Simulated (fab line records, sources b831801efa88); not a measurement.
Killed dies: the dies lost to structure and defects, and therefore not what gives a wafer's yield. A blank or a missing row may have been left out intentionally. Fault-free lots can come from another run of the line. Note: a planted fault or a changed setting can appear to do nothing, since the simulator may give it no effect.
Which of the tools did it? + flow sky130 + 12 lots (36 wafers sampled), 1 step of a 708-step route

WHAT EACH GAUGE READ, for each wafer
SKY_CONTACT_CD_MEAS_14: target cd 170 nm.
| lot  | measured     | on        | cd_nm (nm)        |
|------|--------------|-----------|-------------------|
| L075 | day 31 14:58 | cd_sem-01 | 171.4 172.7 173.0 |
| L077 | day 32 15:16 | cd_sem-01 | 168.9 167.6 165.6 |
| L078 | day 33 07:28 | cd_sem-02 | 167.1 167.5 167.2 |
| L084 | day 35 20:35 | cd_sem-01 | 170.2 172.3 171.1 |
| L081 | day 36 00:09 | cd_sem-01 | 169.5 170.1 169.5 |
| L087 | day 36 00:41 | cd_sem-02 | 171.4 170.8 171.7 |
| L083 | day 36 02:04 | cd_sem-02 | 169.9 171.1 170.1 |
| L089 | day 36 03:00 | cd_sem-01 | 169.4 170.8 170.5 |
| L091 | day 36 18:34 | cd_sem-02 | 169.0 169.9 169.4 |
| L093 | day 37 12:07 | cd_sem-02 | 171.0 170.2 170.5 |
| L095 | day 37 19:01 | cd_sem-02 | 170.3 171.3 170.2 |
| L097 | day 39 09:34 | cd_sem-01 | 169.2 167.7 168.2 |

WHICH TOOL RAN EACH LOT (tool, then ch and the chambers of the sampled wafers, then the start)
Before these readings, the record contains no process step.

THE ANSWER, worked out from the rows above alone
Rule: the lots themselves supply what counts as usual. The widest of any qualifying gaps counts: lots, ordered by their means at a reading, are off when they make up no more than a third of the lots, leave a main group of 4 or more, and stand apart from it by 3 or more times the standard deviation of that group's means. If all means in a main group match to the digits the tables above print for the reading, that group is not used. A lot without any number at a reading at which 4 lots or more have one is off too. Where the step has rows for the other lots, those lots are counted as sound.
Across all readings shown, no lot is off: no conclusion can be drawn from this.

WHAT WAS PUT IN BY THE SIMULATOR
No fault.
